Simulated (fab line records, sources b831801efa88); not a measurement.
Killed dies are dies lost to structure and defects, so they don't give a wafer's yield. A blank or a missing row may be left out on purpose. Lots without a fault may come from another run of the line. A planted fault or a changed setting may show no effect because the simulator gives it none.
One fault seen from 2 desks | flow sky130 | each desk has only its own numbers; what lay behind them comes last

THE METROLOGY DESK
What the gauges read, lot by lot, whatever tool the lot ran on: means of the sampled wafers that have a number. A lot is out of limits, marked OUT, if its mean lies more than 4 standard deviations from the usual mean; the brackets give that distance.
Columns: A = PASSIVATION_CVD_00_THK at SKY_PASSIVATION_THK_MEAS_01, usual 90.2 nm; B = PASSIVATION_CVD_02_THK at SKY_PASSIVATION_THK_MEAS_03, usual 534 nm
lot  | first seen here | A               | B
L552 | day 44 07:10    | 90.6            | 530
L555 | day 44 15:23    | 88.5            | 529
L561 | day 46 19:12    | 120.9 (+24) OUT | 537
L563 | day 47 09:05    | 121.2 (+24) OUT | 534
L566 | day 47 21:58    | 90.5            | 539
L574 | day 49 09:25    | 92.2            | 533
This desk's finding: out of limits on L561, L563; first on L561, day 46 19:12 (PASSIVATION_CVD_00_THK at SKY_PASSIVATION_THK_MEAS_01). In limits: L552, L555, L566, L574.

THE TOOL OWNER'S DESK: pecvd-04
The tool's own readings at SKY_PASSIVATION_CVD_00 (deposits SiO2, target thk 90 nm): means of the sampled wafers that have a number, for each lot that ran on this tool. A lot is out of limits, marked OUT, if its mean lies more than 4 standard deviations from the usual mean; the brackets give that distance.
Columns: A = heater_power_w at SKY_PASSIVATION_CVD_00, usual 642 W
lot  | first seen here | A
L555 | day 44 15:22    | 595
L561 | day 46 19:10    | 571
L563 | day 47 09:04    | 566
This desk's finding: nothing out of limits on any of the 3 lots.

PUT TOGETHER
The metrology desk could have raised an alarm at day 46 19:12, on L561, L563.
The tool owner's desk saw nothing out of limits.
The tool owner's desk has L561, L563 on record, within its limits.
Of the lots named, all ran SKY_PASSIVATION_CVD_00 on pecvd-04.

WHAT THE SIMULATOR HAD PUT IN
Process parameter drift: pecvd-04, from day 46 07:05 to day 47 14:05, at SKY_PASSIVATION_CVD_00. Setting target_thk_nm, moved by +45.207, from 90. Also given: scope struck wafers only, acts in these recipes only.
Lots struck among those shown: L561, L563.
Hours from the fault's start to each desk's first reading out of limits: the metrology desk, 12.
